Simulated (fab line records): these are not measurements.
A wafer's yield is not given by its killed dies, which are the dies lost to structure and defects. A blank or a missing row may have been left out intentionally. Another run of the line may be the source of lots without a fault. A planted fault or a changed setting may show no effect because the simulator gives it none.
A single fault, viewed from 2 desks | flow sky130 | what lay behind the numbers comes last; until then each desk has only its own

## FOR THE TOOL OWNER'S DESK: litho-track-04
The tool's own readings at SKY_VIA1_SOFTBAKE_08 (time 90 s): means of the sampled wafers that have a number, for each lot that ran on this tool. A lot is out of limits, marked OUT, if its mean lies more than 4 standard deviations from the usual mean; the brackets give that distance.
Columns: A = heater-power-total-W at SKY_VIA1_SOFTBAKE_08, usual 57.35 W; B = run-length-s at SKY_VIA1_SOFTBAKE_08, usual 119.10 s
lot  | first seen here | A               | B
L351 | day 36 04:00    | 57.38           | 119.03
L357 | day 37 11:00    | 63.77 (+58) OUT | 94.44 (-99 or more) OUT
L367 | day 40 04:00    | 57.28           | 118.98
This desk's finding: out of limits on L357; first on L357, day 37 11:00 (heater-power-total-W at SKY_VIA1_SOFTBAKE_08). L351, L367: within limits.

## THE METROLOGY DESK
Lot by lot, what the gauges showed, no matter which tool ran the lot: averages of those sampled wafers that carry a number. A lot is out of limits, marked OUT, if its mean lies more than 4 standard deviations from the usual mean; the brackets give that distance.
Columns: A = VIA1_HDPCVD_THK at SKY_VIA1_THK_MEAS_01, usual 1029 nm; B = VIA1_BOW at SKY_VIA1_BOW_MEAS_03, usual 80 um
lot  | first seen here | A    | B
L346 | day 32 21:04    | 1025 | 83
L351 | day 35 15:47    | 1028 | 80
L355 | day 36 06:11    | 1033 | 85
L357 | day 36 22:05    | 1027 | 76
L367 | day 39 15:57    | 1029 | 84
This desk's verdict: no lot among the 5 shows anything out of limits.

## ALL TOGETHER
The tool owner's desk could have raised an alarm at day 37 11:00, on L357.
At the metrology desk, nothing out of limits was observed.
The metrology desk holds a record of L357, inside its limits.
The lots listed all ran SKY_VIA1_SOFTBAKE_08 on litho-track-04.

## WHAT HAD BEEN PUT IN BY THE SIMULATOR
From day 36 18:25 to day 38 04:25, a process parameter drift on litho-track-04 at SKY_VIA1_SOFTBAKE_08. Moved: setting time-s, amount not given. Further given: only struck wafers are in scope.
Shown lots that were struck: L357.
Hours from the fault's start to each desk's first reading out of limits: the tool owner's desk, 17.
